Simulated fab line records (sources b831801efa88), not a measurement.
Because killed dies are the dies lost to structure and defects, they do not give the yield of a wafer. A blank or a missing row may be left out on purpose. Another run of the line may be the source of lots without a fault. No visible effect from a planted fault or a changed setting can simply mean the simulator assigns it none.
One fault through the eyes of 2 desks || flow gf180mcu || numbers are kept per desk, each desk with only its own; the story behind them comes last

## FROM THE METROLOGY DESK
What the gauges read for every lot (on any tool): the sampled wafers with a number, averaged. Any lot whose mean is over 4 standard deviations away from the usual mean is out of limits and marked OUT; that distance is given in the brackets.
Columns: A = V5_CVD_00_THK at GF_V5_THK_MEAS_01, usual 299 nm; B = V5_CVD_02_THK at GF_V5_THK_MEAS_03, usual 1449 nm; C = V5_OVL at GF_V5_OVL_MEAS_15, usual -1 nm; D = V5_W_RS at GF_V5_RS_MEAS_24, usual 0.328 ohm/sq; E = V5_W_THK at GF_V5_THK_MEAS_25, usual 362 nm
{"lot": "L547", "first seen here": "day 26 08:34", "A": 301, "B": 1445, "C": -2, "D": 0.325, "E": 361}
{"lot": "L550", "first seen here": "day 27 06:50", "A": 298, "B": 1440, "C": -4, "D": 0.330, "E": 359}
{"lot": "L551", "first seen here": "day 27 12:31", "A": 299, "B": 1455, "C": -0, "D": 0.330, "E": 360}
{"lot": "L553", "first seen here": "day 28 10:29", "A": 294, "B": 1451, "C": 3, "D": 0.329, "E": 364}
{"lot": "L554", "first seen here": "day 28 13:33", "A": 298, "B": 1455, "C": 4, "D": 0.317, "E": 370}
{"lot": "L556", "first seen here": "day 29 04:10", "A": 294, "B": 1484, "C": 4, "D": 0.331, "E": 358}
{"lot": "L557", "first seen here": "day 29 13:55", "A": 300, "B": 1451, "C": -7, "D": 0.328, "E": 360}
{"lot": "L559", "first seen here": "day 30 05:04", "A": 296, "B": 1466, "C": -2, "D": 0.330, "E": 360}
{"lot": "L563", "first seen here": "day 31 09:29", "A": 300, "B": 1455, "C": 5, "D": 0.324, "E": 370}
{"lot": "L567", "first seen here": "day 32 06:48", "A": 301, "B": 1434, "C": -5, "D": "0.521 (+38) OUT", "E": "226 (-23) OUT"}
{"lot": "L568", "first seen here": "day 32 10:50", "A": 300, "B": 1431, "C": -1, "D": 0.326, "E": 367}
{"lot": "L569", "first seen here": "day 32 11:19", "A": 297, "B": 1449, "C": -2, "D": "0.531 (+40) OUT", "E": "223 (-24) OUT"}
Per this desk, out of limits: L567, L569; the first was L567, day 33 02:20 (V5_W_RS at GF_V5_RS_MEAS_24). L547, L550, L551, L553, L554, L556, L557, L559, L563, L568: within limits.

## DESK OF THE TOOL OWNER: cvd-w-02
The tool's own readings at GF_V5_CVD_23 (deposits W, target thk 350 nm, time 104.9 s): means of the sampled wafers that have a number, for each lot that ran on this tool. Any lot whose mean is over 4 standard deviations away from the usual mean is out of limits and marked OUT; that distance is given in the brackets.
Columns: A = chamber-pressure-Torr at GF_V5_CVD_23, usual 40.00 Torr; B = heater-power-w at GF_V5_CVD_23, usual 770 W
{"lot": "L554", "first seen here": "day 29 10:40", "A": 39.94, "B": 853}
{"lot": "L559", "first seen here": "day 31 00:41", "A": 40.08, "B": 732}
{"lot": "L563", "first seen here": "day 32 04:25", "A": 39.94, "B": 856}
{"lot": "L567", "first seen here": "day 33 02:12", "A": "14.74 (-99 or more) OUT", "B": 911}
{"lot": "L569", "first seen here": "day 33 05:47", "A": "14.87 (-99 or more) OUT", "B": 926}
This desk's verdict: out of limits on L567, L569, starting with L567 at day 33 02:12 (chamber-pressure-Torr at GF_V5_CVD_23). L554, L559, L563: within limits.

## TAKEN TOGETHER
On L567, L569, at day 33 02:12, an alarm was possible from the tool owner's desk.
On L567, L569, the metrology desk was in a position to raise an alarm at day 33 02:20.
GF_V5_CVD_23 was run on cvd-w-02 by each of the lots named.

## WHAT THE SIMULATOR HAD INSERTED
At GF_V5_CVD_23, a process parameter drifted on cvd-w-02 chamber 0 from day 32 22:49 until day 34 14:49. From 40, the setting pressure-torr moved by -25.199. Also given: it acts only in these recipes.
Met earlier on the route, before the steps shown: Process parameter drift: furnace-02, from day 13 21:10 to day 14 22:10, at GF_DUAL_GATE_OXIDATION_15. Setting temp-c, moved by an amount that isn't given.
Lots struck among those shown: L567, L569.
Fault start to first reading out of limits, in hours, per desk: tool owner, 3; metrology, 4.
